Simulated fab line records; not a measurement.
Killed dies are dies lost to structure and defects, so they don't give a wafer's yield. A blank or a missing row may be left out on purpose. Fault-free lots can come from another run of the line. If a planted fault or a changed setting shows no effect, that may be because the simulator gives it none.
fab line records	flow sky130
record: lots: 13	wafers: 39	last_day: 50
route steps=708 shown PWDE@54 METAL5@661 PASSIVATION@683 PAD_OPEN@707
lots untouched by any fault: they come from a run of this same line in which no faults occurred
start_h: start of the lot's first displayed wafer, in hours after the record's first day	wait_h: hours since the lot's step before	" unchanged from the row above	L1.1+2: several wafers, shown together as one row	- no value, or no start was given	* or withheld: withheld	< > ~ a bound
route shown NAME@n: NAME is a module with steps in the file, n the number in the route of the first one	usual: the fault-free wafers' mean and standard deviation	same: alike in all rows	chamber/n: place in a boat	sites: each site's reading	_std_site: how widely they spread, as a standard deviation	_edge_site: inner sites' mean taken away from outer sites' mean	radius_mm: for every site, how far away it sits from the centre of the wafer	mask NAME#n: copy n	behind: tool/chamber where the wafer was last shaped	hold: cause of the lot's hold/its duration in hours/its outcome	device: transistor that didn't switch, given as n, p or np	end of line: at the end of the route, the tests of the same wafers	for a step that has no rows: nothing shown but its recipe	killed: not the wafer's yield, but the dies lost to structure and defects at the first sort	map: a wafer's dies, marking killed ones x, the rest . and places with no die _
set.NAME: the setting the step ran with; set.NAME@STEP: the setting that earlier step ran with	model.NAME: the simulator's own value behind a step, which no gauge read
route steps across a sampled set of lots; one table per step, one row per wafer
services: from which hour (start_h, from the record's first day; less than 0 if before it) a tool's chamber was out of use, for how many hours, and why
== steps ==
step: SKY_PWDE_STRIP_09
recipe: chemistry: O2/N2	power_w: 1400	pressure_mtorr: 1500	platen_temp_c: withheld	o2_flow_sccm: 3000	n2_flow_sccm: 300	overash_fraction: 0.5
usual: drypump_motor_current_A: 5.5/0.45	oes_product_au: 0.723/0.005	strip_time_to_endpoint_s: 36.92/0.093
lot.wafer	tool	chamber	start_h	wait_h	drypump_motor_current_A	oes_product_au	rf_hours_counter_h	strip_time_to_endpoint_s
L894.2	plasma_asher-02	1	63.55	0.1	5.1	0.719	36	36.88
L894.3	"	1	"	"	5.1	0.724	-	36.88
L894.4	"	0	"	"	5.8	0.724	-	36.85
L895.2	plasma_asher-04	0	71.70	0.1	5.7	0.726	28	36.81
L895.3	"	0	"	"	5.8	0.719	-	36.75
L895.6	"	1	"	"	6.4	0.721	-	36.70
L896.3	plasma_asher-02	0	78.93	0.1	5.9	0.731	-	36.93
L896.5	"	1	"	"	5.2	0.735	-	36.98
L896.6	"	0	"	"	5.8	0.730	-	36.96
L898.2	plasma_asher-02	0	91.75	0.1	5.9	0.718	39	36.86
L898.3	"	0	"	"	5.9	0.724	-	36.80
L898.5	"	1	"	"	5.1	0.719	-	36.82
L899.1	plasma_asher-02	1	95.45	0.1	5.1	0.722	39	36.89
L899.5	"	1	"	"	5.1	0.721	-	36.82
L899.6	"	0	"	"	5.8	0.722	-	36.87
L900.1	plasma_asher-04	1	99.70	0.1	6.4	0.721	31	36.92
L900.3	"	1	"	"	6.3	0.726	-	37.09
L900.5	"	0	"	"	5.7	0.717	-	37.00
L902.1	plasma_asher-02	0	111.25	0.1	5.8	0.728	41	36.99
L902.4	"	0	"	"	5.8	0.715	-	36.97
L902.6	"	0	"	"	5.8	0.733	-	36.89
L903.1	plasma_asher-02	0	118.25	0.1	5.9	0.718	42	36.96
L903.5	"	0	"	"	5.9	0.724	-	36.89
L903.6	"	1	"	"	5.1	0.737	-	36.90
L906.2	plasma_asher-01	1	137.80	0.1	4.9	0.720	2	36.90
L906.3	"	0	"	"	5.8	0.709	-	36.89
L906.5	"	0	"	"	5.8	0.725	-	36.93
L911.1	plasma_asher-02	1	162.70	0.1	5.2	0.722	46	36.86
L911.2	"	0	"	"	5.8	0.719	46	36.87
L911.5	"	1	"	"	5.1	0.722	-	36.93
L913.2	plasma_asher-02	1	178.70	0.1	5.1	0.715	48	37.06
L913.5	"	0	"	"	5.9	0.719	-	37.05
L913.6	"	1	"	"	5.1	0.721	-	37.09
L915.3	plasma_asher-01	1	186.64	0.1	4.9	0.715	-	36.83
L915.5	"	1	"	"	4.9	0.725	-	36.80
L915.6	"	0	"	"	5.8	0.723	-	36.89
L916.3	plasma_asher-01	0	196.63	0.1	5.8	0.737	-	36.87
L916.4	"	1	"	"	4.9	0.721	-	36.80
L916.5	"	0	"	"	5.8	0.721	-	36.80
step: SKY_METAL5_SPUTTER_00
recipe: material: Ti	target_thk_nm: 15	power_w: 3000	time_s: 10	chamber_pressure_pa: 0.4
usual: throttle_valve_pct: 30.0/1.2
same: time_s: 10
lot.wafer	tool	chamber	start_h	wait_h	throttle_valve_pct
L894.2	pvd_sputter-04	-	994.95	0.1	28.5
L894.3	"	-	"	"	32.2
L894.4	"	-	"	"	29.5
L895.2	pvd_sputter-04	-	1005.96	0.2	28.5
L895.3	"	-	"	"	29.5
L895.6	"	-	"	"	28.3
L896.3	pvd_sputter-01	-	1016.33	0.2	30.7
L896.5	"	-	"	"	29.3
L896.6	"	-	"	"	28.7
L898.2	pvd_sputter-03	-	1032.66	0.2	30.7
L898.3	"	-	"	"	30.6
L898.5	"	-	"	"	30.9
L899.1	pvd_sputter-04	-	1035.42	0.2	29.4
L899.5	"	-	"	"	29.3
L899.6	"	-	"	"	28.1
L900.1	pvd_sputter-04	-	1042.87	0.2	32.3
L900.3	"	-	"	"	29.5
L900.5	"	-	"	"	32.3
L902.1	pvd_sputter-03	-	1056.57	0.2	30.6
L902.4	"	-	"	"	30.9
L902.6	"	-	"	"	30.9
L903.1	pvd_sputter-01	-	1066.95	0.1	28.5
L903.5	"	-	"	"	29.5
L903.6	"	-	"	"	28.2
L906.2	pvd_sputter-03	-	1084.65	0.2	31.0
L906.3	"	-	"	"	30.7
L906.5	"	-	"	"	30.9
L911.1	pvd_sputter-04	-	1110.12	0.2	29.5
L911.2	"	-	"	"	29.4
L911.5	"	-	"	"	32.2
L913.2	pvd_sputter-01	-	1122.10	0.1	29.1
L913.5	"	-	"	"	30.6
L913.6	"	-	"	"	29.4
L915.3	pvd_sputter-01	-	1134.36	0.1	28.7
L915.5	"	-	"	"	29.5
L915.6	"	-	"	"	28.4
L916.3	pvd_sputter-03	-	1140.95	0.2	30.8
L916.4	"	-	"	"	29.0
L916.5	"	-	"	"	28.8
step: SKY_PASSIVATION_CVD_02
recipe: material: Si3N4	target_thk_nm: 540	temp_c: 400	time_s: withheld	rf_w: 450
usual: heater_power_w: 685/100
lot.wafer	tool	chamber	start_h	wait_h	heater_power_w
L894.2	pecvd-02	0	1018.74	0.0	987
L894.3	"	2	"	"	673
L894.4	"	2	"	"	553
L895.2	pecvd-03	0	1029.46	0.0	760
L895.3	"	1	"	"	687
L895.6	"	0	"	"	736
L896.3	pecvd-04	0	1039.65	0.0	674
L896.5	"	1	"	"	761
L896.6	"	0	"	"	697
L898.2	pecvd-04	2	1056.11	0.0	630
L898.3	"	0	"	"	699
L898.5	"	2	"	"	510
L899.1	pecvd-02	1	1058.20	0.1	486
L899.5	"	2	"	"	680
L899.6	"	0	"	"	983
L900.1	pecvd-03	0	1065.68	0.1	732
L900.3	"	1	"	"	753
L900.5	"	2	"	"	720
L902.1	pecvd-02	2	1078.66	0.1	661
L902.4	"	1	"	"	543
L902.6	"	0	"	"	973
L903.1	pecvd-04	1	1088.87	0.1	636
L903.5	"	2	"	"	577
L903.6	"	1	"	"	712
L906.2	pecvd-04	0	1105.12	0.0	701
L906.3	"	2	"	"	600
L906.5	"	2	"	"	623
L911.1	pecvd-04	2	1130.84	0.1	594
L911.2	"	0	"	"	755
L911.5	"	1	"	"	775
L913.2	pecvd-02	0	1142.45	0.0	874
L913.5	"	2	"	"	548
L913.6	"	0	"	"	936
L915.3	pecvd-04	0	1153.40	0.0	651
L915.5	"	1	"	"	783
L915.6	"	0	"	"	672
L916.3	pecvd-03	1	1159.67	0.0	754
L916.4	"	1	"	"	743
L916.5	"	0	"	"	625
step: SKY_PAD_OPEN_BOW_MEAS_13
recipe: mode: bow
usual: PAD_OPEN_BOW: 44/7.8
lot.wafer	tool	chamber	start_h	wait_h	PAD_OPEN_BOW[um]
L894.2	film_metro-01	-	1065.98	-	41
L894.3	"	-	"	"	43
L894.4	"	-	"	"	49
L895.2	film_metro-01	-	1075.71	-	34
L895.3	"	-	"	"	44
L895.6	"	-	"	"	42
L896.3	film_metro-04	-	1084.41	-	40
L896.5	"	-	"	"	30
L896.6	"	-	"	"	37
L898.2	film_metro-01	-	1098.52	-	40
L898.3	"	-	"	"	40
L898.5	"	-	"	"	32
L899.1	film_metro-01	-	1102.24	-	37
L899.5	"	-	"	"	53
L899.6	"	-	"	"	48
L900.1	film_metro-04	-	1107.98	-	38
L900.3	"	-	"	"	45
L900.5	"	-	"	"	44
L902.1	film_metro-02	-	1120.03	-	57
L902.4	"	-	"	"	55
L902.6	"	-	"	"	51
L903.1	film_metro-01	-	1130.31	-	39
L903.5	"	-	"	"	39
L903.6	"	-	"	"	51
L906.2	film_metro-01	-	1145.58	-	54
L906.3	"	-	"	"	38
L906.5	"	-	"	"	46
L911.1	film_metro-04	-	1169.16	-	30
L911.2	"	-	"	"	47
L911.5	"	-	"	"	50
L913.2	film_metro-01	-	1178.61	-	45
L913.5	"	-	"	"	44
L913.6	"	-	"	"	46
L915.3	film_metro-01	-	1188.45	-	41
L915.5	"	-	"	"	36
L915.6	"	-	"	"	58
L916.3	film_metro-01	-	1194.50	-	39
L916.4	"	-	"	"	51
L916.5	"	-	"	"	46
step: SKY_PAD_OPEN_PROBE_99
usual: killed_at_M0_to_M3: 43/7	killed_at_M4_up: 3.0/1.9	killed_at_contacts: 24/4.6	killed_at_front_end: 15/4.1	killed_at_other: 0.3/0.52	killed_dies: 84/9.7	killed_open: 46/6.9	killed_short: 38/6.8
same: gross_dies: 492	killed_at_back_side: 0
lot.wafer	tool	chamber	start_h	wait_h	killed_at_M0_to_M3	killed_at_M4_up	killed_at_contacts	killed_at_front_end	killed_at_other	killed_dies	killed_open	killed_short
L894.2	prober-01	-	1066.13	0.1	40	7	27	17	0	91	51	39
L894.3	prober-01	-	1066.18	0.2	39	3	24	17	0	83	45	38
L894.4	prober-01	-	1066.23	0.2	49	2	34	17	0	102	60	42
L895.2	prober-02	-	1075.86	0.1	25	4	25	13	1	68	36	30
L895.3	prober-02	-	1075.91	0.2	40	3	17	21	0	81	43	38
L895.6	prober-02	-	1076.06	0.2	40	2	17	14	0	73	48	23
L896.3	prober-01	-	1084.59	0.2	41	1	24	20	1	87	44	43
L896.5	prober-01	-	1084.69	0.2	41	3	23	21	1	89	56	33
L896.6	prober-01	-	1084.74	0.2	37	4	22	18	0	81	46	33
L898.2	prober-01	-	1098.67	0.1	47	4	25	9	1	86	53	33
L898.3	prober-01	-	1098.72	0.2	41	2	15	20	1	79	44	35
L898.5	prober-01	-	1098.82	0.2	39	3	26	13	0	81	44	37
L899.1	prober-02	-	1102.36	0.1	45	8	24	15	0	92	52	40
L899.5	prober-02	-	1102.56	0.2	41	4	20	23	0	88	51	37
L899.6	prober-02	-	1102.61	0.2	50	1	25	19	0	95	55	40
L900.1	prober-01	-	1108.10	0.1	41	4	24	13	0	82	51	31
L900.3	prober-01	-	1108.20	0.2	41	2	30	13	0	86	51	35
L900.5	prober-01	-	1108.30	0.2	48	4	25	18	1	96	51	43
L902.1	prober-01	-	1120.15	0.1	41	2	21	12	0	76	41	35
L902.4	prober-01	-	1120.30	0.2	50	4	25	13	0	92	57	35
L902.6	prober-01	-	1120.40	0.2	40	3	28	11	0	82	49	33
L903.1	prober-02	-	1130.43	0.1	53	3	27	13	0	96	48	48
L903.5	prober-02	-	1130.63	0.2	47	6	17	16	0	86	44	42
L903.6	prober-02	-	1130.68	0.2	50	3	18	21	0	92	49	43
L906.2	prober-02	-	1145.73	0.1	43	2	30	17	0	92	47	45
L906.3	prober-02	-	1145.78	0.2	55	6	26	17	1	105	47	55
L906.5	prober-02	-	1145.88	0.2	41	3	25	12	1	82	44	36
L911.1	prober-01	-	1169.28	0.1	43	4	23	65	0	135	47	33
L911.2	prober-01	-	1169.33	0.1	36	1	33	38	0	108	49	29
L911.5	prober-01	-	1169.48	0.2	48	1	19	69	1	138	45	35
L913.2	prober-01	-	1178.76	0.1	27	1	26	80	0	134	36	35
L913.5	prober-01	-	1178.91	0.2	38	5	26	48	0	117	38	43
L913.6	prober-01	-	1178.96	0.2	34	1	20	73	1	129	34	32
L915.3	prober-01	-	1188.63	0.2	32	3	22	8	2	67	37	29
L915.5	prober-01	-	1188.73	0.2	45	0	31	18	0	94	55	39
L915.6	prober-01	-	1188.78	0.2	29	8	22	9	0	68	34	34
L916.3	prober-02	-	1194.68	0.2	41	3	25	11	0	80	37	43
L916.4	prober-02	-	1194.73	0.2	40	4	30	14	0	88	37	51
L916.5	prober-02	-	1194.78	0.2	39	2	28	17	0	86	50	36
killed by level:class
L894.2 VIA1:geometric_particle:open=12 LI_CONTACT:geometric_particle:open=9 POLY_GATE:geometric_particle:short=8 CONTACT:geometric_particle:open=8 VIA1:geometric_particle:short=7 VIA2:geometric_particle:open=5 METAL4:geometric_particle:short=5 LI_CONTACT:geometric_particle:short=4
L894.3 VIA3:geometric_particle:open=10 LI_CONTACT:geometric_particle:open=7 CONTACT:geometric_particle:open=6 VIA1:geometric_particle:open=6 FIELD_ISO:geometric_particle:open=4 POLY_GATE:geometric_particle:short=4 VIA1:geometric_particle:short=4 CONTACT:geometric_particle:short=4
L894.4 CONTACT:geometric_particle:open=13 VIA3:geometric_particle:open=13 VIA1:geometric_particle:open=8 LI_CONTACT:geometric_particle:open=8 METAL2:geometric_particle:short=8 VIA2:geometric_particle:open=6 POLY_GATE:geometric_particle:open=5 POLY_GATE:geometric_particle:short=5
L895.2 LOCAL_INTERCONNECT:geometric_particle:short=9 FIELD_ISO:geometric_particle:open=6 LI_CONTACT:geometric_particle:open=5 CONTACT:geometric_particle:short=5 VIA1:geometric_particle:open=5 CONTACT:geometric_particle:open=3 METAL1:geometric_particle:short=3 METAL2:geometric_particle:short=3
L895.3 VIA1:geometric_particle:open=11 METAL1:geometric_particle:short=7 VIA2:geometric_particle:open=7 FIELD_ISO:geometric_particle:open=6 FIELD_ISO:geometric_particle:short=5 LI_CONTACT:geometric_particle:short=5 VIA1:geometric_particle:short=4 METAL2:geometric_particle:short=4
L895.6 VIA1:geometric_particle:open=11 LI_CONTACT:geometric_particle:open=9 VIA3:geometric_particle:open=8 CONTACT:geometric_particle:open=5 VIA1:geometric_particle:short=5 FIELD_ISO:geometric_particle:short=4 VIA2:geometric_particle:open=4 FIELD_ISO:geometric_particle:open=3
L896.3 CONTACT:geometric_particle:open=9 VIA1:geometric_particle:short=9 VIA2:geometric_particle:open=7 LI_CONTACT:geometric_particle:open=6 POLY_GATE:geometric_particle:open=5 METAL2:geometric_particle:short=5 VIA3:geometric_particle:open=5 FIELD_ISO:geometric_particle:short=4
L896.5 VIA1:geometric_particle:open=14 FIELD_ISO:geometric_particle:open=8 CONTACT:geometric_particle:open=8 POLY_GATE:geometric_particle:open=6 VIA3:geometric_particle:open=6 VIA2:geometric_particle:open=5 LI_CONTACT:geometric_particle:open=5 CONTACT:geometric_particle:short=5
L896.6 CONTACT:geometric_particle:open=10 VIA1:geometric_particle:open=10 FIELD_ISO:geometric_particle:open=5 VIA1:geometric_particle:short=5 VIA2:geometric_particle:open=5 VIA3:geometric_particle:open=5 LI_CONTACT:geometric_particle:open=4 CONTACT:geometric_particle:short=4
L898.2 CONTACT:geometric_particle:open=11 METAL2:geometric_particle:short=10 VIA2:geometric_particle:open=9 LI_CONTACT:geometric_particle:open=7 VIA3:geometric_particle:open=6 VIA1:geometric_particle:open=5 POLY_GATE:geometric_particle:open=4 METAL1:geometric_particle:short=4
L898.3 VIA1:geometric_particle:open=9 LI_CONTACT:geometric_particle:open=8 VIA2:geometric_particle:open=6 VIA3:geometric_particle:open=6 POLY_GATE:geometric_particle:open=5 FIELD_ISO:geometric_particle:short=4 POLY_GATE:geometric_particle:short=4 METAL1:geometric_particle:short=4
L898.5 LI_CONTACT:geometric_particle:open=11 VIA1:geometric_particle:open=10 LOCAL_INTERCONNECT:geometric_particle:short=6 CONTACT:geometric_particle:open=6 VIA2:geometric_particle:open=6 VIA2:geometric_particle:short=5 POLY_GATE:geometric_particle:short=4 METAL2:geometric_particle:short=4
L899.1 CONTACT:geometric_particle:open=11 VIA1:geometric_particle:open=10 VIA1:geometric_particle:short=6 VIA3:geometric_particle:open=6 METAL1:geometric_particle:short=5 VIA3:geometric_particle:short=5 POLY_GATE:geometric_particle:open=4 LI_CONTACT:geometric_particle:short=4
L899.5 VIA2:geometric_particle:open=10 LI_CONTACT:geometric_particle:open=8 VIA1:geometric_particle:open=8 POLY_GATE:geometric_particle:open=7 POLY_GATE:geometric_particle:short=5 VIA3:geometric_particle:open=5 FIELD_ISO:geometric_particle:short=4 FIELD_ISO:geometric_particle:open=3
L899.6 VIA1:geometric_particle:open=10 VIA2:geometric_particle:open=9 METAL2:geometric_particle:short=8 LI_CONTACT:geometric_particle:open=7 VIA3:geometric_particle:open=7 CONTACT:geometric_particle:open=6 CONTACT:geometric_particle:short=6 POLY_GATE:geometric_particle:open=5
L900.1 CONTACT:geometric_particle:open=12 VIA3:geometric_particle:open=9 VIA1:geometric_particle:open=8 LI_CONTACT:geometric_particle:open=7 VIA1:geometric_particle:short=6 POLY_GATE:geometric_particle:short=4 METAL1:geometric_particle:short=4 VIA3:geometric_particle:short=4
L900.3 VIA1:geometric_particle:open=11 LI_CONTACT:geometric_particle:open=10 CONTACT:geometric_particle:open=10 FIELD_ISO:geometric_particle:short=7 VIA3:geometric_particle:open=6 METAL1:geometric_particle:short=5 VIA2:geometric_particle:open=5 LOCAL_INTERCONNECT:geometric_particle:short=4
L900.5 CONTACT:geometric_particle:open=10 VIA3:geometric_particle:open=8 VIA1:geometric_particle:open=8 VIA2:geometric_particle:open=6 LI_CONTACT:geometric_particle:open=6 VIA1:geometric_particle:short=6 METAL3:geometric_particle:short=6 CONTACT:geometric_particle:short=5
L902.1 VIA1:geometric_particle:open=11 METAL2:geometric_particle:short=8 CONTACT:geometric_particle:open=7 VIA2:geometric_particle:open=7 LOCAL_INTERCONNECT:geometric_particle:short=4 LI_CONTACT:geometric_particle:open=4 POLY_GATE:geometric_particle:open=3 LI_CONTACT:geometric_particle:short=3
L902.4 VIA1:geometric_particle:open=20 LI_CONTACT:geometric_particle:open=9 VIA2:geometric_particle:open=9 CONTACT:geometric_particle:open=8 METAL1:geometric_particle:short=5 FIELD_ISO:geometric_particle:short=4 SPACER:geometric_particle:short=4 VIA3:geometric_particle:open=4
L902.6 CONTACT:geometric_particle:open=13 VIA1:geometric_particle:open=9 VIA3:geometric_particle:open=9 LI_CONTACT:geometric_particle:open=6 VIA1:geometric_particle:short=5 CONTACT:geometric_particle:short=4 LOCAL_INTERCONNECT:geometric_particle:short=4 VIA3:geometric_particle:short=4
L903.1 VIA1:geometric_particle:open=11 VIA2:geometric_particle:open=10 VIA2:geometric_particle:short=8 METAL1:geometric_particle:short=7 CONTACT:geometric_particle:open=6 CONTACT:geometric_particle:short=6 LOCAL_INTERCONNECT:geometric_particle:short=6 POLY_GATE:geometric_particle:open=4
L903.5 VIA1:geometric_particle:open=10 CONTACT:geometric_particle:open=7 METAL1:geometric_particle:short=6 VIA3:geometric_particle:open=6 FIELD_ISO:geometric_particle:short=5 VIA1:geometric_particle:short=5 VIA3:geometric_particle:short=5 VIA2:geometric_particle:open=4
L903.6 METAL1:geometric_particle:short=9 VIA3:geometric_particle:open=8 LI_CONTACT:geometric_particle:open=8 VIA1:geometric_particle:open=8 FIELD_ISO:geometric_particle:open=7 POLY_GATE:geometric_particle:short=7 VIA2:geometric_particle:open=7 VIA1:geometric_particle:short=6
L906.2 LI_CONTACT:geometric_particle:open=9 CONTACT:geometric_particle:open=9 FIELD_ISO:geometric_particle:open=7 LOCAL_INTERCONNECT:geometric_particle:short=7 VIA1:geometric_particle:short=7 METAL2:geometric_particle:short=7 VIA2:geometric_particle:open=6 METAL1:geometric_particle:short=6
L906.3 VIA1:geometric_particle:open=15 METAL1:geometric_particle:short=9 CONTACT:geometric_particle:open=7 VIA1:geometric_particle:short=7 METAL2:geometric_particle:short=7 LI_CONTACT:geometric_particle:open=5 LI_CONTACT:geometric_particle:short=5 VIA3:geometric_particle:open=5
L906.5 CONTACT:geometric_particle:open=9 VIA1:geometric_particle:open=9 LI_CONTACT:geometric_particle:open=6 LOCAL_INTERCONNECT:geometric_particle:short=5 METAL1:geometric_particle:short=5 VIA2:geometric_particle:open=5 POLY_GATE:geometric_particle:open=4 CONTACT:geometric_particle:short=4
L911.1 PWDE:unspecified=55 CONTACT:geometric_particle:open=12 VIA3:geometric_particle:open=8 VIA1:geometric_particle:open=7 LI_CONTACT:geometric_particle:open=4 VIA3:geometric_particle:short=4 VIA1:geometric_particle:short=4 CONTACT:geometric_particle:short=4
L911.2 PWDE:unspecified=30 CONTACT:geometric_particle:open=17 VIA1:geometric_particle:open=14 CONTACT:geometric_particle:short=10 METAL1:geometric_particle:short=8 VIA3:geometric_particle:open=5 POLY_GATE:geometric_particle:open=4 METAL2:geometric_particle:short=3
L911.5 PWDE:unspecified=56 VIA1:geometric_particle:open=13 METAL1:geometric_particle:short=10 VIA3:geometric_particle:open=8 LI_CONTACT:geometric_particle:open=5 FIELD_ISO:geometric_particle:open=4 POLY_GATE:geometric_particle:open=4 LOCAL_INTERCONNECT:geometric_particle:short=4
L913.2 PWDE:unspecified=63 CONTACT:geometric_particle:open=10 VIA1:geometric_particle:open=8 POLY_GATE:geometric_particle:short=7 CONTACT:geometric_particle:short=7 VIA2:geometric_particle:short=7 LI_CONTACT:geometric_particle:open=5 VIA1:geometric_particle:short=4
L913.5 PWDE:unspecified=32 CONTACT:geometric_particle:open=12 FIELD_ISO:geometric_particle:short=6 VIA1:geometric_particle:open=6 VIA2:geometric_particle:short=6 VIA1:geometric_particle:short=5 VIA2:geometric_particle:open=5 LOCAL_INTERCONNECT:geometric_particle:short=4
L913.6 PWDE:unspecified=61 VIA3:geometric_particle:open=7 LOCAL_INTERCONNECT:geometric_particle:short=6 VIA1:geometric_particle:short=5 LI_CONTACT:geometric_particle:open=4 VIA1:geometric_particle:open=4 CONTACT:geometric_particle:short=4 CONTACT:geometric_particle:open=4
L915.3 CONTACT:geometric_particle:open=9 VIA1:geometric_particle:open=7 VIA2:geometric_particle:open=5 VIA3:geometric_particle:open=5 CONTACT:geometric_particle:short=4 VIA1:geometric_particle:short=4 FIELD_ISO:geometric_particle:open=3 LI_CONTACT:geometric_particle:open=3
L915.5 CONTACT:geometric_particle:open=12 VIA3:geometric_particle:open=8 FIELD_ISO:geometric_particle:open=7 VIA1:geometric_particle:open=7 LI_CONTACT:geometric_particle:open=6 VIA2:geometric_particle:open=6 LOCAL_INTERCONNECT:geometric_particle:short=5 VIA2:geometric_particle:short=5
L915.6 CONTACT:geometric_particle:open=8 METAL2:geometric_particle:short=7 LI_CONTACT:geometric_particle:open=6 VIA1:geometric_particle:open=5 METAL4:geometric_particle:short=5 VIA2:geometric_particle:short=4 POLY_GATE:geometric_particle:open=3 LOCAL_INTERCONNECT:geometric_particle:short=3
L916.3 VIA1:geometric_particle:open=11 CONTACT:geometric_particle:short=9 CONTACT:geometric_particle:open=8 METAL2:geometric_particle:short=5 POLY_GATE:geometric_particle:open=4 METAL1:geometric_particle:short=4 VIA1:geometric_particle:short=4 VIA2:geometric_particle:short=4
L916.4 CONTACT:geometric_particle:open=10 CONTACT:geometric_particle:short=9 VIA1:geometric_particle:short=9 VIA1:geometric_particle:open=7 METAL2:geometric_particle:short=7 LI_CONTACT:geometric_particle:open=6 POLY_GATE:geometric_particle:short=5 LOCAL_INTERCONNECT:geometric_particle:short=4
L916.5 CONTACT:geometric_particle:open=12 LI_CONTACT:geometric_particle:open=7 VIA1:geometric_particle:open=7 VIA2:geometric_particle:open=6 POLY_GATE:geometric_particle:short=5 METAL2:geometric_particle:short=5 CONTACT:geometric_particle:short=5 FIELD_ISO:geometric_particle:open=4
== services ==
tool	chamber	start_h	hours	kind
plasma_asher-02	-	54.56	1.8	repair
plasma_asher-02	-	115.81	1.1	repair
pvd_sputter-04	-	124.87	1.7	repair
pecvd-04	-	237.25	14.6	pm
pvd_sputter-04	-	238.92	3.4	repair
plasma_asher-02	-	317.14	23.7	repair
pecvd-04	-	354.83	0.9	repair
pecvd-04	-	375.94	1.5	repair
plasma_asher-02	-	421.25	9.0	pm
plasma_asher-02	-	496.16	26.5	repair
plasma_asher-02	-	539.48	14.2	repair
pecvd-04	-	564.16	0.9	repair
pecvd-04	-	598.83	0.9	repair
pecvd-04	2	616.55	4.3	repair
pecvd-04	1	677.58	17.9	repair
plasma_asher-02	-	760.17	2.8	pm
pecvd-04	-	805.36	2.8	pm
pecvd-04	-	815.71	1.2	repair
pecvd-04	1	852.55	9.0	repair
pecvd-04	2	860.37	6.8	repair
pecvd-04	-	967.60	6.0	pm
pecvd-04	-	974.54	0.6	repair
plasma_asher-02	-	1099.79	14.6	pm
pecvd-04	-	1146.04	1.4	repair
== key ==
first_sign: step: SKY_PAD_OPEN_PROBE_99	reading: killed_at_front_end	direction: up	sigmas: 12	usual: 15	struck: 62
effect: step: SKY_PAD_OPEN_PROBE_99	reading: killed_dies	direction: up	sigmas: 4.4	usual: 84	struck: 127
met_at SKY_PWDE_STRIP_09
struck_lots L911,L913
tester_left_out L911,L913
not_acting_at SKY_METAL5_SPUTTER_00,SKY_PASSIVATION_CVD_02,SKY_PAD_OPEN_BOW_MEAS_13
onset_between 118.25 162.70
fault: kind: chamber_particle_source	tool: plasma_asher-02	chamber: -	onset_h: 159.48	steps: SKY_PWDE_STRIP_09	rate_per_visit_cm2: 1.2437	end_h: 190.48
tester_left_out: of these lots the tester's yield and bins aren't shown, on N5 and GAA mostly nor the transistor test; their killed dies are dies lost to structure and defects alone, not to doping, threshold or leakage, so they don't give the yield
